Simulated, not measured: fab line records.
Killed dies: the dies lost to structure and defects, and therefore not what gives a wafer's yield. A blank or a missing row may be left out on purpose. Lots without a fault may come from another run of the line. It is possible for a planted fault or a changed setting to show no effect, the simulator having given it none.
fab line records	flow sfq_line
record: lots: 7	wafers: 19	last_day: 81
route steps=325 shown JJ@197 M5@198 A5B@209 R5@212 I5@228 M8@325
lots untouched by any fault: they come from a run of this same line in which no faults occurred
start_h: the number of hours between the record's first day and the start of the first shown wafer of the lot	wait_h: hours since the lot's step before	" same as the row above	L1.1+2: one row covering several wafers at once	- no value, or no start given	* or withheld: withheld	< > ~ a bound
route shown NAME@n: a module of which the file shows steps, and the number in the route of the first	usual: average and standard deviation across the fault-free wafers	same: alike in all rows	chamber/n: place in a boat	sites: per-site readings	_std_site: standard deviation of those values	_edge_site: mean of outer sites minus mean of inner sites	radius_mm: how far each site lies from the wafer's centre	mask NAME#n: copy n	behind: the most recent tool/chamber to have shaped the wafer	hold: what put the lot on hold/how long, in hours/how the hold closed	device: names the non-switching transistor (n, p or np)	end of line: the same wafers' tests at the end of the route	for a step that has no rows: nothing shown but its recipe	killed: count of dies lost to structure and defects at first sort (not the wafer's yield)	map: a wafer's dies, x killed, . not, _ none there
set.NAME: setting as actually run; set.NAME@STEP: the setting as run at that earlier step	model.NAME: the simulator's own value behind a step, which no gauge read
lots at selected steps of the route; one table per step, one row per wafer
services: the hour from which a tool's chamber was out of use, counted from the record's first day as start_h (under 0 if before that day), plus the number of hours and why
== steps ==
step: SFQ_TRILAYER_JJ_CE_STRIP_SOLV_CLEAN_121
recipe: chemistry: NMP	temp_c: 70	time_s: 600
step: SFQ_TRILAYER_M5_LITHO_COAT_128
recipe: resist: BARC	spin_rpm: 3000	resist_thk_nm: 62
step: SFQ_TRILAYER_M5_LITHO_COAT_123
recipe: resist: KrF	spin_rpm: 3000	resist_thk_nm: 600
step: SFQ_TRILAYER_M5_LITHO_SOFTBAKE_127
recipe: temp_c: withheld	time_s: withheld	resist: KrF
step: SFQ_TRILAYER_M5_LITHO_EXPOSE_124
recipe: mask_id: M5	na: 0.6	source_shape: conventional	sigma_outer: 0.65	target_cd_nm: 700	dose_mj: 14.4
step: SFQ_TRILAYER_M5_LITHO_PEB_126
recipe: peb_temp_c: 115	peb_time_s: 60	resist: KrF
step: SFQ_TRILAYER_M5_LITHO_DEVELOP_125
recipe: time_s: 60	resist: KrF
step: SFQ_M5_OVL_MEAS_932
usual: M5_OVL: 0/4.6
lot.wafer	tool	chamber	start_h	wait_h	M5_OVL[nm]
L705.1	overlay-02	-	1045.05	0.1	-1
L705.2	"	-	"	"	-1
L705.6	"	-	"	"	2
L712.2	overlay-01	-	1136.94	0.1	-7
L712.4	"	-	"	"	-6
L712.6	"	-	"	"	-10
L716.2	overlay-01	-	1421.90	0.1	2
L716.5	"	-	"	"	-2
L716.6	"	-	"	"	6
L718.1	overlay-02	-	1424.29	0.1	-16
L718.2	"	-	"	"	2
L718.5	"	-	"	"	-7
L721.4	overlay-02	-	1427.91	0.1	-6
L721.6	"	-	"	"	-1
L724.4	overlay-01	-	1437.92	0.1	2
L724.6	"	-	"	"	1
L725.2	overlay-01	-	1439.11	0.1	-6
L725.3	"	-	"	"	-2
L725.6	"	-	"	"	-2
step: SFQ_TRILAYER_M5_BARC_OPEN_METAL_ETCH_161
recipe: mask_material: PR	chemistry: O2	target_depth_nm: 125	target: BARC	icp_w: 600	bias_w: 80	pressure_mtorr: 10	time_s: 41.7
usual: drypump_motor_current_A: 5.9/0.4	oes_product_au: 0.685/0.0048
lot.wafer	tool	chamber	start_h	wait_h	drypump_motor_current_A	oes_product_au	rf_hours_counter_h
L705.1	rie_metal-02	0	1045.09	0.0	6.5	0.685	92
L705.2	"	1	"	"	5.2	0.676	146
L705.6	"	0	"	"	6.5	0.686	-
L712.2	rie_metal-01	1	1136.97	0.0	5.7	0.685	55
L712.4	"	0	"	"	5.8	0.682	-
L712.6	"	0	"	"	5.8	0.680	-
L716.2	rie_metal-02	1	1421.95	0.0	5.2	0.695	-
L716.5	"	1	"	"	5.2	0.681	-
L716.6	"	1	"	"	5.2	0.693	-
L718.1	rie_metal-04	1	1424.33	0.0	5.7	0.682	68
L718.2	"	0	"	"	6.3	0.681	123
L718.5	"	1	"	"	5.7	0.680	-
L721.4	rie_metal-04	0	1427.95	0.0	6.3	0.686	-
L721.6	"	0	"	"	6.3	0.688	-
L724.4	rie_metal-02	0	1437.96	0.0	6.5	0.678	-
L724.6	"	1	"	"	5.2	0.683	-
L725.2	rie_metal-04	1	1439.14	0.0	5.7	0.693	71
L725.3	"	0	"	"	6.3	0.682	-
L725.6	"	1	"	"	5.7	0.688	-
step: SFQ_TRILAYER_M5_ETCH_METAL_ETCH_126
recipe: target: Nb	stop_on: SiO2	mask_material: PR	over_etch_frac: 0.15	time_s: 203.2	chemistry: Cl2/BCl3	target_depth_nm: 265	icp_w: 600	bias_w: 80	pressure_mtorr: 10
usual: drypump_motor_current_A: 5.9/0.4	oes_product_au: 0.727/0.0054
same: over_etch_frac: 0.15
lot.wafer	tool	chamber	start_h	wait_h	drypump_motor_current_A	oes_product_au	rf_hours_counter_h
L705.1	rie_metal-02	0	1045.15	0.0	6.5	0.727	92
L705.2	"	1	"	"	5.2	0.732	146
L705.6	"	0	"	"	6.5	0.728	-
L712.2	rie_metal-01	1	1137.02	0.0	5.7	0.726	55
L712.4	"	0	"	"	5.8	0.723	-
L712.6	"	0	"	"	5.8	0.722	-
L716.2	rie_metal-02	1	1422.11	0.1	5.2	0.727	-
L716.5	"	1	"	"	5.2	0.730	-
L716.6	"	1	"	"	5.2	0.725	-
L718.1	rie_metal-04	1	1424.39	0.0	5.7	0.724	68
L718.2	"	0	"	"	6.3	0.733	123
L718.5	"	1	"	"	5.7	0.729	-
L721.4	rie_metal-04	0	1428.05	0.1	6.3	0.719	-
L721.6	"	0	"	"	6.3	0.733	-
L724.4	rie_metal-02	0	1438.06	0.1	6.5	0.728	-
L724.6	"	1	"	"	5.2	0.732	-
L725.2	rie_metal-04	1	1439.20	0.0	5.7	0.733	71
L725.3	"	0	"	"	6.3	0.724	-
L725.6	"	1	"	"	5.7	0.724	-
step: SFQ_TRILAYER_M5_STRIP_STRIP_127
recipe: gas: O2	power_w: 200	platen_temp_c: 40	overash_fraction: 0.65	chemistry: O2	pressure_mtorr: 50
usual: drypump_motor_current_A: 5.9/0.4	oes_product_au: 1.004/0.0088
lot.wafer	tool	chamber	start_h	wait_h	drypump_motor_current_A	oes_product_au	rf_hours_counter_h
L705.1	rie_metal-02	0	1045.34	0.1	6.5	0.996	93
L705.2	"	1	"	"	5.2	0.993	146
L705.6	"	0	"	"	6.5	0.999	-
L712.2	rie_metal-01	1	1137.22	0.1	5.8	1.006	55
L712.4	"	0	"	"	5.8	0.997	-
L712.6	"	0	"	"	5.8	1.002	-
L716.2	rie_metal-02	1	1422.64	0.5	5.2	1.006	-
L716.5	"	1	"	"	5.2	1.005	-
L716.6	"	1	"	"	5.2	1.010	-
L718.1	rie_metal-04	1	1424.58	0.1	5.7	1.010	68
L718.2	"	0	"	"	6.3	1.002	124
L718.5	"	1	"	"	5.7	1.000	-
L721.4	rie_metal-04	0	1428.38	0.3	6.3	1.013	-
L721.6	"	0	"	"	6.3	1.015	-
L724.4	rie_metal-02	0	1438.39	0.3	6.5	1.020	-
L724.6	"	1	"	"	5.2	1.001	-
L725.2	rie_metal-04	1	1439.39	0.1	5.7	0.999	71
L725.3	"	0	"	"	6.3	1.023	-
L725.6	"	1	"	"	5.7	1.011	-
step: SFQ_TRILAYER_M5_STRIP_SOLV_CLEAN_128
recipe: chemistry: NMP	temp_c: 70	time_s: 600
step: SFQ_TRILAYER_A5B_DEP_PECVD_129
recipe: material: SiO2	temp_c: 150	time_s: 133.33	pressure_torr: 2.4	rf_w: 183.3	precursor: SiH4/N2O	target_thk_nm: 600
usual: heater_power_w: 81/9.3	throttle_valve_pct: 24.5/1
lot.wafer	tool	chamber	start_h	wait_h	heater_power_w	throttle_valve_pct	model.SiO2_of_TRILAYER_A5B_DEP_PECVD_129.thk_nm
L705.1	pecvd-01	0	1046.12	0.0	79	24.7	607.5
L705.2	"	2	"	"	78	26.3	601.8
L705.6	"	0	"	"	79	24.8	614.3
L712.2	pecvd-02	1	1137.99	0.0	91	23.5	598
L712.4	"	1	"	"	73	23.4	612.4
L712.6	"	2	"	"	68	24.5	608.5
L716.2	pecvd-03	1	1423.83	0.0	83	23.8	595.3
L716.5	"	0	"	"	90	25.0	612.1
L716.6	"	2	"	"	90	23.6	609.5
L718.1	pecvd-02	1	1425.37	0.0	89	23.8	237.1
L718.2	"	0	"	"	85	25.4	589.9
L718.5	"	0	"	"	86	25.5	607.5
L721.4	pecvd-02	0	1429.04	0.0	89	25.7	243.8
L721.6	"	2	"	"	67	25.4	612.1
L724.4	pecvd-02	2	1439.01	0.0	68	25.0	242.3
L724.6	"	1	"	"	89	24.2	603
L725.2	pecvd-03	2	1440.17	0.0	81	23.8	595.3
L725.3	"	1	"	"	77	23.9	590.8
L725.6	"	0	"	"	85	25.4	602.4
step: SFQ_TRILAYER_A5B_CMP_CMP_130
recipe: stop_on: Nb	down_force_psi: 3	platen_rpm: 60	target_thk_nm: 340.7
usual: motor_current_A: 10.3/0.87	slurry_filter_dp_kPa: 13.51/0.14
lot.wafer	tool	chamber	start_h	wait_h	motor_current_A	slurry_filter_dp_kPa	model.SiO2_of_TRILAYER_A5B_DEP_PECVD_129.thk_nm
L705.2	cmp-02	2	1050.88	4.7	10.2	13.25	340.2
L705.1	"	0	1051.88	5.7	11.4	13.60	341.9
L705.6	"	3	1053.38	7.2	10.1	13.61	342.1
L712.4	cmp-01	3	1139.10	1.0	11.2	13.40	342.1
L712.2	"	0	"	"	11.8	13.76	347.8
L712.6	"	2	1140.60	2.5	9.5	13.68	335
L716.2	cmp-01	2	1442.69	18.8	9.6	13.40	335.4
L716.5	"	2	1444.69	20.8	10.3	13.48	328
L716.6	"	3	"	"	11.0	13.55	344.6
L718.2	cmp-01	3	1445.69	20.3	10.2	13.60	341
L718.1	"	2	1447.19	21.8	10.4	13.73	237.1
L718.5	"	3	"	"	10.2	13.30	339.3
L721.4	cmp-02	0	1452.39	23.3	11.1	13.61	243.8
L721.6	"	1	"	"	8.5	13.47	339.6
L724.4	cmp-02	2	1456.89	17.8	9.2	13.72	242.3
L724.6	"	3	1459.39	20.3	10.5	13.59	327.5
L725.2	cmp-01	1	1457.69	17.5	11.2	13.39	336.5
L725.3	"	3	1458.69	18.5	11.0	13.49	333.9
L725.6	"	1	1459.69	19.4	10.9	13.62	326.4
step: SFQ_TRILAYER_A5B_METRO_MEASURE_131
usual: thk_nm: 340/5.1
lot.wafer	tool	chamber	start_h	wait_h	thk_nm
L705.1	film_metro-01	-	1053.88	1.5	342
L705.2	"	-	"	"	340
L705.6	"	-	"	"	342
L712.2	film_metro-02	-	1141.80	1.7	348
L712.4	"	-	"	"	342
L712.6	"	-	"	"	335
L716.2	film_metro-01	-	1445.89	2.7	335
L716.5	"	-	"	"	328
L716.6	"	-	"	"	345
L718.1	film_metro-04	-	1448.69	1.0	237
L718.2	"	-	"	"	341
L718.5	"	-	"	"	339
L721.4	film_metro-01	-	1454.49	1.6	244
L721.6	"	-	"	"	340
L724.4	film_metro-04	-	1460.49	3.1	242
L724.6	"	-	"	"	327
L725.2	film_metro-01	-	1460.89	2.7	336
L725.3	"	-	"	"	334
L725.6	"	-	"	"	326
step: SFQ_TRILAYER_R5_DEP_SPUTTER_132
recipe: material: Ti	base_pressure_pa: 1.33e-06	target_thk_nm: 5	power_w: 2000	time_s: 5	chamber_pressure_pa: 0.4
step: SFQ_TRILAYER_R5_DEP_SPUTTER_133
recipe: material: MoNx	base_pressure_pa: 1.33e-06	target_thk_nm: 40	power_w: 1000	time_s: 66.7	chamber_pressure_pa: 0.4
step: SFQ_TRILAYER_R5_DEP_SPUTTER_134
recipe: material: Ti	base_pressure_pa: 1.33e-06	target_thk_nm: 5	power_w: 2000	time_s: 5	chamber_pressure_pa: 0.4
usual: throttle_valve_pct: 30.3/1.5
lot.wafer	tool	chamber	start_h	wait_h	throttle_valve_pct
L705.1	pvd_sputter-03	-	1055.16	0.0	30.2
L705.2	"	-	"	"	32.3
L705.6	"	-	"	"	28.1
L712.2	pvd_sputter-05	-	1142.88	0.0	32.4
L712.4	"	-	"	"	30.2
L712.6	"	-	"	"	28.7
L716.2	pvd_sputter-03	-	1446.96	0.0	30.3
L716.5	"	-	"	"	28.2
L716.6	"	-	"	"	32.1
L718.1	pvd_sputter-03	-	1449.96	0.0	30.4
L718.2	"	-	"	"	32.3
L718.5	"	-	"	"	30.4
L721.4	pvd_sputter-05	-	1455.16	0.0	29.7
L721.6	"	-	"	"	30.0
L724.4	pvd_sputter-03	-	1461.16	0.0	30.2
L724.6	"	-	"	"	28.0
L725.2	pvd_sputter-04	-	1461.96	0.0	31.4
L725.3	"	-	"	"	31.0
L725.6	"	-	"	"	32.0
step: SFQ_R5_RS_MEAS_933
recipe: thk_meas_gauge: four-point-probe	reads: Ti_of_TRILAYER_R5_DEP_SPUTTER_134+MoNx_of_TRILAYER_R5_DEP_SPUTTER_133+Ti_of_TRILAYER_R5_DEP_SPUTTER_132
usual: R5_MONX_RS: 7.03/0.068
lot.wafer	tool	chamber	start_h	wait_h	R5_MONX_RS[ohm/sq]
L705.1	film_metro-03	-	1055.18	0.0	7.10
L705.2	"	-	"	"	7.09
L705.6	"	-	"	"	7.13
L712.2	film_metro-04	-	1142.92	0.0	7.22
L712.4	"	-	"	"	7.03
L712.6	"	-	"	"	6.97
L716.2	film_metro-03	-	1447.00	0.0	7.00
L716.5	"	-	"	"	6.98
L716.6	"	-	"	"	6.94
L718.1	film_metro-02	-	1449.98	0.0	7.06
L718.2	"	-	"	"	7.06
L718.5	"	-	"	"	7.09
L721.4	film_metro-03	-	1455.24	0.1	6.97
L721.6	"	-	"	"	6.91
L724.4	film_metro-02	-	1461.24	0.1	7.03
L724.6	"	-	"	"	7.08
L725.2	film_metro-03	-	1462.00	0.0	7.05
L725.3	"	-	"	"	7.12
L725.6	"	-	"	"	7.02
step: SFQ_R5_THK_MEAS_934
recipe: thk_meas_gauge: xrf	reads: MoNx_of_TRILAYER_R5_DEP_SPUTTER_133
usual: R5_MONX_THK: 40.6/0.39
lot.wafer	tool	chamber	start_h	wait_h	R5_MONX_THK[nm]
L705.1	film_metro-03	-	1055.30	0.1	40.2
L705.2	"	-	"	"	40.0
L705.6	"	-	"	"	40.2
L712.2	film_metro-04	-	1143.03	0.1	39.9
L712.4	"	-	"	"	40.9
L712.6	"	-	"	"	41.2
L716.2	film_metro-03	-	1447.11	0.1	40.4
L716.5	"	-	"	"	40.8
L716.6	"	-	"	"	40.8
L718.1	film_metro-02	-	1450.10	0.1	40.4
L718.2	"	-	"	"	40.2
L718.5	"	-	"	"	39.9
L721.4	film_metro-03	-	1455.33	0.1	40.9
L721.6	"	-	"	"	41.2
L724.4	film_metro-02	-	1461.33	0.1	40.2
L724.6	"	-	"	"	40.2
L725.2	film_metro-03	-	1462.11	0.1	40.6
L725.3	"	-	"	"	40.0
L725.6	"	-	"	"	40.0
step: SFQ_TRILAYER_R5_LITHO_COAT_141
recipe: resist: BARC	spin_rpm: 3000	resist_thk_nm: 62
step: SFQ_TRILAYER_R5_LITHO_COAT_136
recipe: resist: KrF	spin_rpm: 3000	resist_thk_nm: 600
step: SFQ_TRILAYER_R5_LITHO_SOFTBAKE_140
recipe: temp_c: withheld	time_s: withheld	resist: KrF
step: SFQ_TRILAYER_R5_LITHO_EXPOSE_137
recipe: mask_id: R5	na: 0.6	source_shape: conventional	sigma_outer: 0.65	target_cd_nm: 500	dose_mj: 14.4
step: SFQ_TRILAYER_R5_LITHO_PEB_139
recipe: peb_temp_c: 115	peb_time_s: 60	resist: KrF
step: SFQ_TRILAYER_R5_LITHO_DEVELOP_138
recipe: time_s: 60	resist: KrF
step: SFQ_R5_OVL_MEAS_935
usual: R5_OVL: 0/4.6
lot.wafer	tool	chamber	start_h	wait_h	R5_OVL[nm]
L705.1	overlay-01	-	1110.53	0.1	5
L705.2	"	-	"	"	5
L705.6	"	-	"	"	-3
L712.2	overlay-01	-	1148.94	0.1	-5
L712.4	"	-	"	"	-5
L712.6	"	-	"	"	-3
L716.2	overlay-01	-	1449.82	0.1	0
L716.5	"	-	"	"	4
L716.6	"	-	"	"	1
L718.1	overlay-02	-	1534.90	0.1	-8
L718.2	"	-	"	"	-7
L718.5	"	-	"	"	2
L721.4	overlay-02	-	1539.72	0.1	-2
L721.6	"	-	"	"	1
L724.4	overlay-01	-	1544.52	0.1	-2
L724.6	"	-	"	"	-3
L725.2	overlay-02	-	1545.70	0.1	-7
L725.3	"	-	"	"	-4
L725.6	"	-	"	"	-2
step: SFQ_TRILAYER_R5_BARC_OPEN_METAL_ETCH_177
recipe: mask_material: PR	chemistry: O2	target_depth_nm: 125	target: BARC	icp_w: 600	bias_w: 80	pressure_mtorr: 10	time_s: 41.7
step: SFQ_TRILAYER_R5_ETCH_METAL_ETCH_139
recipe: stop_on: SiO2	mask_material: PR	chemistry: Cl2	target_depth_nm: 60	icp_w: 600	bias_w: 80	pressure_mtorr: 10	time_s: 40
step: SFQ_TRILAYER_R5_STRIP_STRIP_140
recipe: gas: O2	power_w: 200	platen_temp_c: 40	overash_fraction: 0.65	chemistry: O2	pressure_mtorr: 50
step: SFQ_TRILAYER_R5_STRIP_SOLV_CLEAN_141
recipe: chemistry: NMP	temp_c: 70	time_s: 600
step: SFQ_TRILAYER_A5C_DEP_PECVD_142
recipe: material: SiO2	temp_c: 150	time_s: 15.556	pressure_torr: 2.4	rf_w: 183.3	precursor: SiH4/N2O	target_thk_nm: 70
usual: heater_power_w: 83/9.6	throttle_valve_pct: 24.1/1
lot.wafer	tool	chamber	start_h	wait_h	heater_power_w	throttle_valve_pct
L705.1	pecvd-02	0	1111.46	0.0	89	23.6
L705.2	"	2	"	"	71	24.6
L705.6	"	2	"	"	70	24.6
L712.2	pecvd-04	2	1149.86	0.0	93	23.9
L712.4	"	0	"	"	87	23.5
L712.6	"	2	"	"	94	23.6
L716.2	pecvd-03	1	1450.74	0.0	80	23.5
L716.5	"	1	"	"	79	23.7
L716.6	"	2	"	"	90	23.7
L718.1	pecvd-02	0	1535.83	0.0	78	26.3
L718.2	"	1	"	"	84	24.0
L718.5	"	2	"	"	63	25.4
L721.4	pecvd-02	2	1540.64	0.0	65	25.3
L721.6	"	0	"	"	85	26.5
L724.4	pecvd-04	0	1545.44	0.0	105	23.1
L724.6	"	2	"	"	87	22.9
L725.2	pecvd-03	0	1546.63	0.0	88	25.3
L725.3	"	2	"	"	82	23.7
L725.6	"	2	"	"	87	24.1
step: SFQ_TRILAYER_I5_LITHO_COAT_149
recipe: resist: BARC	spin_rpm: 3000	resist_thk_nm: 62
step: SFQ_TRILAYER_I5_LITHO_COAT_144
recipe: resist: KrF	spin_rpm: 3000	resist_thk_nm: 650
step: SFQ_TRILAYER_I5_LITHO_SOFTBAKE_148
recipe: temp_c: withheld	time_s: withheld	resist: KrF
step: SFQ_TRILAYER_I5_LITHO_EXPOSE_145
recipe: mask_id: I5	na: 0.6	source_shape: conventional	sigma_outer: 0.65	target_cd_nm: 700	dose_mj: 21.3
step: SFQ_TRILAYER_I5_LITHO_PEB_147
recipe: peb_temp_c: 115	peb_time_s: 60	resist: KrF
step: SFQ_TRILAYER_I5_LITHO_DEVELOP_146
recipe: time_s: 60	resist: KrF
step: SFQ_I5_OVL_MEAS_936
usual: I5_OVL: 1/5.6
lot.wafer	tool	chamber	start_h	wait_h	I5_OVL[nm]
L705.1	overlay-02	-	1237.64	0.1	-2
L705.2	"	-	"	"	-9
L705.6	"	-	"	"	-7
L712.2	overlay-02	-	1265.51	0.1	3
L712.4	"	-	"	"	14
L712.6	"	-	"	"	5
L716.2	overlay-02	-	1462.78	0.1	6
L716.5	"	-	"	"	-1
L716.6	"	-	"	"	6
L718.1	overlay-02	-	1630.07	0.1	-2
L718.2	"	-	"	"	8
L718.5	"	-	"	"	-7
L721.4	overlay-01	-	1634.74	0.1	7
L721.6	"	-	"	"	1
L724.4	overlay-01	-	1639.54	0.1	3
L724.6	"	-	"	"	-5
L725.2	overlay-01	-	1640.72	0.1	1
L725.3	"	-	"	"	-1
L725.6	"	-	"	"	-5
step: SFQ_TRILAYER_I5_BARC_OPEN_VIA_ETCH_200
recipe: mask_material: PR	chemistry: O2	target_depth_nm: 125	target: BARC	source_w: 500	bias_w: 80	pressure_mtorr: 30	time_s: 41.7
step: SFQ_TRILAYER_I5_ETCH_VIA_ETCH_147
recipe: stop_on: Nb	mask_material: PR	chemistry: CHF3	target_depth_nm: 360	source_w: 500	bias_w: 80	pressure_mtorr: 30	time_s: withheld
step: SFQ_TRILAYER_I5_STRIP_STRIP_148
recipe: gas: O2	power_w: 200	platen_temp_c: 40	overash_fraction: 0.65	chemistry: O2	pressure_mtorr: 50
step: SFQ_M8_BOW_MEAS_951
recipe: mode: bow
usual: M8_BOW: 7/12
lot.wafer	tool	chamber	start_h	wait_h	M8_BOW[um]	model.etest.i5.link_ohm
L705.1	film_metro-01	-	1628.80	0.0	6	2.263
L705.2	"	-	"	"	15	2.277
L705.6	"	-	"	"	4	2.269
L712.2	film_metro-03	-	1776.65	0.0	7	2.263
L712.4	"	-	"	"	-9	2.262
L712.6	"	-	"	"	2	2.274
L716.2	film_metro-02	-	1795.25	0.0	0	2.248
L716.5	"	-	"	"	6	2.25
L716.6	"	-	"	"	5	2.286
L718.1	film_metro-02	-	1907.10	0.0	-4	2.229
L718.2	"	-	"	"	5	2.267
L718.5	"	-	"	"	14	2.261
L721.4	film_metro-03	-	1919.28	0.1	15	2.245
L721.6	"	-	"	"	0	2.294
L724.4	film_metro-01	-	1931.70	0.1	-7	2.216
L724.6	"	-	"	"	-9	2.246
L725.2	film_metro-03	-	1934.07	0.0	-9	2.251
L725.3	"	-	"	"	3	2.283
L725.6	"	-	"	"	0	2.277
== services ==
tool	chamber	start_h	hours	kind
pecvd-03	-	1027.11	31.0	repair
pecvd-02	-	1056.43	2.8	pm
pecvd-03	-	1079.08	6.0	pm
cmp-01	-	1085.00	10.8	pm
cmp-01	-	1095.82	4.0	pm
pecvd-03	-	1099.81	1.6	repair
cmp-01	-	1116.40	5.4	pm
pecvd-03	-	1132.02	2.8	pm
cmp-01	-	1132.17	1.5	repair
cmp-01	-	1135.78	2.1	repair
pecvd-03	0	1152.97	5.9	repair
pecvd-02	1	1223.22	8.5	repair
rie_metal-02	-	1248.71	1.4	pm
pecvd-03	-	1270.72	0.7	repair
rie_metal-02	-	1272.87	14.6	pm
rie_metal-04	-	1313.00	1.2	repair
pecvd-03	2	1323.84	3.6	repair
pecvd-03	1	1325.20	25.4	repair
cmp-01	-	1331.53	3.3	pm
rie_metal-02	0	1416.76	6.2	repair
cmp-01	-	1418.57	1.3	repair
cmp-01	-	1433.47	2.2	repair
pecvd-02	2	1455.78	1.8	repair
pecvd-02	-	1538.73	1.4	repair
== key ==
first_sign: step: SFQ_TRILAYER_A5B_METRO_MEASURE_131	reading: thk_nm	direction: down	sigmas: 19	usual: 340	struck: 241
effect none on later readings
model_effect: step: SFQ_TRILAYER_A5B_DEP_PECVD_129	value: SiO2_of_TRILAYER_A5B_DEP_PECVD_129.thk_nm	without: 599.9	struck: 241.1
model_effect: step: SFQ_TRILAYER_A5B_CMP_CMP_130	value: SiO2_of_TRILAYER_A5B_DEP_PECVD_129.thk_nm	without: 336.3	struck: 241.1
model_effect: step: SFQ_M8_BOW_MEAS_951	value: etest.i5.link_ohm	without: 2.275	struck: 2.23
met_at SFQ_TRILAYER_A5B_DEP_PECVD_129
struck_wafers L718.1,L721.4,L724.4
onset_between 1137.99 1425.37
fault: kind: process_parameter_drift	tool: pecvd-02	chamber: -	onset_h: 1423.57	steps: SFQ_TRILAYER_A5B_DEP_PECVD_129	channel: target_thk_nm	offset: -357.91	shape: step	end_h: 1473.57	scope: struck_wafers_only	acts_in: these_recipes_only	stated: 600
